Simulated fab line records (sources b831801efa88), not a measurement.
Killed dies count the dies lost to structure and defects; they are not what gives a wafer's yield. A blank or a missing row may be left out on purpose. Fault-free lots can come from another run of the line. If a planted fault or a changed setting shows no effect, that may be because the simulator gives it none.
Which tool did it?    flow gf180mcu    24 lots, 72 wafers sampled, at 6 steps of a route of 602

== WHAT THE GAUGES READ, wafer by wafer ==
GF_M2_CD_MEAS_14: target cd 280 nm.
lot   measured      on        cdNm (nm)
L074  day 19 06:47  cdSem-01  280.3 280.3 279.1
L075  day 19 17:10  cdSem-02  280.6 280.5 280.6
L076  day 20 04:34  cdSem-02  280.8 279.1 279.9
L077  day 20 09:35  cdSem-01  280.2 279.7 280.7
L078  day 21 00:06  cdSem-01  280.1 281.0 280.0
L079  day 21 04:52  cdSem-01  280.6 281.0 281.2
L080  day 21 14:20  cdSem-01  280.0 280.1 280.8
L081  day 22 02:24  cdSem-02  280.8 280.7 280.9
L082  day 22 08:21  cdSem-02  276.7 278.1 277.5
L083  day 22 16:17  cdSem-02  278.2 278.5 279.4
L084  day 23 07:46  cdSem-01  280.9 280.1 281.2
L085  day 23 12:01  cdSem-01  278.2 279.8 278.8
L086  day 23 13:55  cdSem-02  278.8 279.0 278.7
L087  day 23 20:31  cdSem-02  281.7 280.8 280.4
L088  day 24 09:49  cdSem-01  280.3 279.9 280.2
L089  day 24 16:59  cdSem-01  278.2 278.6 278.8
L090  day 25 07:20  cdSem-02  280.4 279.5 280.3
L091  day 25 21:50  cdSem-02  279.1 280.2 279.5
L092  day 26 11:04  cdSem-01  278.7 279.7 277.6
L094  day 26 13:52  cdSem-01  281.4 281.0 281.5
L093  day 26 14:49  cdSem-02  278.7 277.9 278.0
L095  day 26 17:29  cdSem-01  279.1 278.8 279.3
L096  day 27 07:35  cdSem-02  280.1 278.2 279.8
L097  day 27 11:23  cdSem-02  280.7 281.5 280.8

GF_V3_THK_MEAS_01.
lot   measured      on            V3_CVD_00_THK (nm)
L074  day 21 11:25  filmMetro-03  603 591 600
L075  day 21 21:11  filmMetro-03  596 596 595
L076  day 22 08:52  filmMetro-03  606 607 603
L077  day 22 13:17  filmMetro-03  602 605 607
L078  day 23 03:27  filmMetro-04  594 595 600
L079  day 23 07:37  filmMetro-04  607 604 603
L080  day 23 16:59  filmMetro-04  603 597 593
L081  day 24 04:45  filmMetro-03  601 603 593
L082  day 24 10:02  filmMetro-04  600 602 594
L083  day 24 18:01  filmMetro-03  594 600 592
L084  day 25 08:19  filmMetro-01  589 584 588
L085  day 25 12:08  filmMetro-04  607 600 600
L086  day 25 15:00  filmMetro-01  600 599 599
L087  day 25 20:38  filmMetro-04  589 593 599
L088  day 26 09:40  filmMetro-01  599 599 603
L089  day 26 16:53  filmMetro-03  589 591 592
L090  day 27 05:43  filmMetro-04  602 594 598
L091  day 27 18:36  filmMetro-04  599 584 595
L092  day 28 08:03  filmMetro-01  592 590 593
L094  day 28 11:13  filmMetro-03  592 598 599
L093  day 28 11:55  filmMetro-04  595 594 594
L095  day 28 13:40  filmMetro-01  606 606 604
L096  day 29 03:38  filmMetro-03  586 593 590
L097  day 29 07:18  filmMetro-03  598 599 601

== WHAT TOOL EACH LOT RAN ON (gives the tool, then ch and the chambers of the sampled wafers, and finally the start) ==
lot   GF_V2_CVD_02                     GF_V2_ETCH_16                      GF_M3_METAL_ETCH_16               GF_M3_STRIP_17
L074  pecvd-03 ch 0,2, day 19 07:55    rieDiel-04 ch 0,1, day 20 08:43    rieMetal-04 ch 0,1, day 21 10:40  plasmaAsher-01 ch 0,1, day 21 10:48
L075  pecvd-03 ch 0,1,2, day 19 18:07  rieDiel-03 ch 0,1,2, day 20 18:34  rieMetal-03 ch 0,1, day 21 20:25  plasmaAsher-02 ch 0,1, day 21 20:33
L076  pecvd-01 ch 0,1,2, day 20 05:30  rieDiel-02 ch 0,3, day 21 06:27    rieMetal-01 ch 0,1, day 22 08:06  plasmaAsher-01 ch 0,1, day 22 08:13
L077  pecvd-02 ch 1,2, day 20 10:31    rieDiel-02 ch 1,3, day 21 10:47    rieMetal-04 ch 1, day 22 12:33    plasmaAsher-02 ch 0,1, day 22 12:41
L078  pecvd-01 ch 0,2, day 21 01:01    rieDiel-04 ch 0,1,2, day 22 01:27  rieMetal-01 ch 0,1, day 23 02:44  plasmaAsher-04 ch 0,1, day 23 02:52
L079  pecvd-01 ch 1,2, day 21 05:49    rieDiel-02 ch 0,1,3, day 22 05:54  rieMetal-01 ch 0,1, day 23 06:52  plasmaAsher-02 ch 1, day 23 07:00
L080  pecvd-03 ch 0,1, day 21 15:16    rieDiel-02 ch 0,2,3, day 22 15:45  rieMetal-03 ch 0,1, day 23 16:15  plasmaAsher-04 ch 0,1, day 23 16:23
L081  pecvd-02 ch 0,1,2, day 22 03:19  rieDiel-02 ch 0,3, day 23 03:03    rieMetal-01 ch 0,1, day 24 04:01  plasmaAsher-04 ch 0,1, day 24 04:08
L082  pecvd-02 ch 0,2, day 22 09:16    rieDiel-03 ch 0,2,3, day 23 08:51  rieMetal-03 ch 0, day 24 09:14    plasmaAsher-01 ch 0,1, day 24 09:26
L083  pecvd-01 ch 0,1,2, day 22 17:14  rieDiel-03 ch 0,1,2, day 23 17:24  rieMetal-01 ch 0,1, day 24 17:16  plasmaAsher-01 ch 0,1, day 24 17:23
L084  pecvd-02 ch 0,2, day 23 08:44    rieDiel-04 ch 0,1,3, day 24 07:40  rieMetal-01 ch 0,1, day 25 07:34  plasmaAsher-02 ch 0,1, day 25 07:42
L085  pecvd-03 ch 0,1,2, day 23 13:05  rieDiel-02 ch 1,2,3, day 24 11:40  rieMetal-01 ch 0,1, day 25 11:22  plasmaAsher-02 ch 0,1, day 25 11:29
L086  pecvd-03 ch 0,1,2, day 23 14:50  rieDiel-04 ch 0,3, day 24 14:39    rieMetal-03 ch 0,1, day 25 14:13  plasmaAsher-02 ch 0,1, day 25 14:20
L087  pecvd-03 ch 0,2, day 23 21:28    rieDiel-04 ch 0,1,2, day 24 20:42  rieMetal-04 ch 0,1, day 25 19:33  plasmaAsher-01 ch 0,1, day 25 19:41
L088  pecvd-03 ch 0,2, day 24 10:48    rieDiel-02 ch 0,1, day 25 09:07    rieMetal-01 ch 1, day 26 08:48    plasmaAsher-01 ch 0,1, day 26 09:04
L089  pecvd-01 ch 1,2, day 24 18:04    rieDiel-02 ch 0,2,3, day 25 16:44  rieMetal-04 ch 0,1, day 26 16:05  plasmaAsher-04 ch 1, day 26 16:13
L090  pecvd-03 ch 0,2, day 25 08:20    rieDiel-03 ch 2,3, day 26 06:27    rieMetal-03 ch 0,1, day 27 04:57  plasmaAsher-02 ch 0,1, day 27 05:05
L091  pecvd-03 ch 1,2, day 25 22:53    rieDiel-03 ch 0,1,2, day 26 20:20  rieMetal-03 ch 0,1, day 27 17:52  plasmaAsher-02 ch 0,1, day 27 17:59
L092  pecvd-03 ch 0,1,2, day 26 12:02  rieDiel-02 ch 0,1,3, day 27 09:46  rieMetal-03 ch 0,1, day 28 07:19  plasmaAsher-04 ch 0, day 28 07:26
L094  pecvd-01 ch 0,1, day 26 15:17    rieDiel-02 ch 0,2,3, day 27 12:32  rieMetal-04 ch 0,1, day 28 10:24  plasmaAsher-01 ch 0,1, day 28 10:32
L093  pecvd-03 ch 0,1,2, day 26 15:53  rieDiel-03 ch 0,2,3, day 27 13:25  rieMetal-01 ch 0,1, day 28 11:03  plasmaAsher-04 ch 0,1, day 28 11:11
L095  pecvd-02 ch 0,1,2, day 26 18:24  rieDiel-02 ch 2,3, day 27 15:02    rieMetal-01 ch 0,1, day 28 12:56  plasmaAsher-01 ch 0,1, day 28 13:04
L096  pecvd-01 ch 1,2, day 27 08:32    rieDiel-02 ch 0,2,3, day 28 05:44  rieMetal-04 ch 0,1, day 29 02:54  plasmaAsher-02 ch 0,1, day 29 03:02
L097  pecvd-02 ch 0,2, day 27 12:19    rieDiel-03 ch 1,2,3, day 28 08:50  rieMetal-01 ch 0, day 29 06:32    plasmaAsher-01 ch 0,1, day 29 06:40
- GF_V2_CVD_02: deposits SiO2 from TEOS, target thk 850 nm, time 94.851 s.
- GF_V2_ETCH_16: etches BARC in N2/H2.
- GF_M3_METAL_ETCH_16: etches the open film in Cl2/BCl3, stops on SiO2, target depth 750.8 nm, time 125.1 s.
- GF_M3_STRIP_17: strips in O2/N2.

== WHAT THE TOOLS THEMSELVES READ (means of the sampled wafers that have a number; where no wafer has one, the mark that the record gives instead) ==
GF_V2_CVD_02.
lot   tool      heaterPowerW (W)
L074  pecvd-03  709
L075  pecvd-03  748
L076  pecvd-01  633
L077  pecvd-02  620
L078  pecvd-01  570
L079  pecvd-01  616
L080  pecvd-03  719
L081  pecvd-02  599
L082  pecvd-02  627
L083  pecvd-01  619
L084  pecvd-02  626
L085  pecvd-03  714
L086  pecvd-03  720
L087  pecvd-03  701
L088  pecvd-03  701
L089  pecvd-01  579
L090  pecvd-03  672
L091  pecvd-03  704
L092  pecvd-03  739
L094  pecvd-01  636
L093  pecvd-03  699
L095  pecvd-02  633
L096  pecvd-01  650
L097  pecvd-02  611

GF_V2_ETCH_16.
lot   tool        drypumpMotorCurrentA (A)  h2FlowSccm (sccm)  oesProductAu (a.u.)  throttleValvePct (%)
L074  rieDiel-04  6.0                       199.7              0.847                13.228
L075  rieDiel-03  5.8                       199.4              0.848                13.230
L076  rieDiel-02  5.8                       199.4              0.858                13.229
L077  rieDiel-02  5.7                       199.9              0.859                13.224
L078  rieDiel-04  5.4                       199.7              0.851                13.227
L079  rieDiel-02  5.7                       200.0              0.859                13.222
L080  rieDiel-02  5.6                       199.8              0.856                13.224
L081  rieDiel-02  5.8                       199.8              0.862                13.232
L082  rieDiel-03  5.6                       199.7              0.857                13.225
L083  rieDiel-03  5.8                       199.8              0.852                13.220
L084  rieDiel-04  5.6                       199.7              0.854                13.224
L085  rieDiel-02  5.6                       200.4              0.854                13.224
L086  rieDiel-04  5.2                       199.6              0.857                13.229
L087  rieDiel-04  5.4                       200.0              0.858                13.224
L088  rieDiel-02  5.7                       199.8              0.863                13.221
L089  rieDiel-02  5.6                       200.0              0.861                13.224
L090  rieDiel-03  5.1                       199.2              0.861                13.225
L091  rieDiel-03  5.8                       200.2              0.849                13.219
L092  rieDiel-02  5.7                       200.2              0.853                13.230
L094  rieDiel-02  5.6                       200.4              0.861                13.221
L093  rieDiel-03  5.6                       200.1              0.853                13.223
L095  rieDiel-02  5.6                       199.5              0.856                13.219
L096  rieDiel-02  5.6                       200.0              0.850                13.232
L097  rieDiel-03  5.2                       200.7              0.857                13.228

GF_M3_METAL_ETCH_16.
lot   tool         drypumpMotorCurrentA (A)  oesProductAu (a.u.)  throttleValvePct (%)
L074  rieMetal-04  5.6                       0.994                28.224
L075  rieMetal-03  6.1                       0.982                28.229
L076  rieMetal-01  5.8                       0.993                28.222
L077  rieMetal-04  5.7                       0.991                28.227
L078  rieMetal-01  5.8                       0.991                28.239
L079  rieMetal-01  6.2                       0.986                28.236
L080  rieMetal-03  6.4                       0.991                28.230
L081  rieMetal-01  6.2                       0.990                28.228
L082  rieMetal-03  6.6                       0.988                28.230
L083  rieMetal-01  6.2                       0.989                28.229
L084  rieMetal-01  5.8                       0.991                28.228
L085  rieMetal-01  5.8                       0.995                28.231
L086  rieMetal-03  6.1                       0.986                28.227
L087  rieMetal-04  5.6                       0.992                28.237
L088  rieMetal-01  5.3                       0.980                28.232
L089  rieMetal-04  5.6                       0.997                28.226
L090  rieMetal-03  6.4                       0.982                28.233
L091  rieMetal-03  6.1                       0.991                28.239
L092  rieMetal-03  6.2                       0.983                28.238
L094  rieMetal-04  5.6                       0.993                28.222
L093  rieMetal-01  5.8                       0.985                28.235
L095  rieMetal-01  5.8                       0.990                28.232
L096  rieMetal-04  5.6                       0.993                28.230
L097  rieMetal-01  6.7                       0.997                28.231

GF_M3_STRIP_17.
lot   tool            drypumpMotorCurrentA (A)  heaterPowerW (W)  oesProductAu (a.u.)  stripTimeToEndpointS (s)
L074  plasmaAsher-01  6.3                       359               0.537                7.37
L075  plasmaAsher-02  5.5                       334               0.538                7.43
L076  plasmaAsher-01  6.3                       352               0.537                7.40
L077  plasmaAsher-02  5.5                       335               0.538                7.37
L078  plasmaAsher-04  5.8                       378               0.538                7.44
L079  plasmaAsher-02  5.4                       322               0.539                7.45
L080  plasmaAsher-04  5.9                       340               0.535                7.34
L081  plasmaAsher-04  5.8                       369               0.537                7.39
L082  plasmaAsher-01  6.0                       370               0.536                7.37
L083  plasmaAsher-01  6.0                       375               0.539                7.38
L084  plasmaAsher-02  5.5                       328               0.533                7.35
L085  plasmaAsher-02  5.5                       327               0.537                7.40
L086  plasmaAsher-02  5.6                       325               0.541                7.47
L087  plasmaAsher-01  6.0                       368               0.540                7.36
L088  plasmaAsher-01  6.0                       372               0.539                7.44
L089  plasmaAsher-04  5.6                       403               0.535                7.36
L090  plasmaAsher-02  5.5                       332               0.544                7.46
L091  plasmaAsher-02  5.5                       324               0.533                7.41
L092  plasmaAsher-04  6.1                       314               0.536                7.50
L094  plasmaAsher-01  6.4                       351               0.537                7.39
L093  plasmaAsher-04  5.9                       337               0.538                7.37
L095  plasmaAsher-01  6.0                       373               0.535                7.40
L096  plasmaAsher-02  5.5                       326               0.537                7.34
L097  plasmaAsher-01  6.3                       354               0.535                7.36

== THE ANSWER, worked out from the rows above alone ==
Rule: what is usual is taken from the lots themselves. The widest of any qualifying gaps counts: lots, ordered by their means at a reading, are off when they make up no more than a third of the lots, leave a main group of 4 or more, and stand apart from it by 3 or more times the standard deviation of that group's means. Not used: any main group whose means are identical at the precision the tables above print for the reading. Also off: a lot with no number at a reading for which 4 or more lots have one. All remaining lots with rows at the step are treated as sound. After the gauges, taken in route order, come the tools' own readings; for these a lot's mean is taken, as printed above. At the first step where some lot is off, the reading lying furthest off is the one used; lots without a number count as furthest.
No lot is off at any reading shown: from this, nothing can be told.

== WHAT THE SIMULATOR HAD INSERTED ==
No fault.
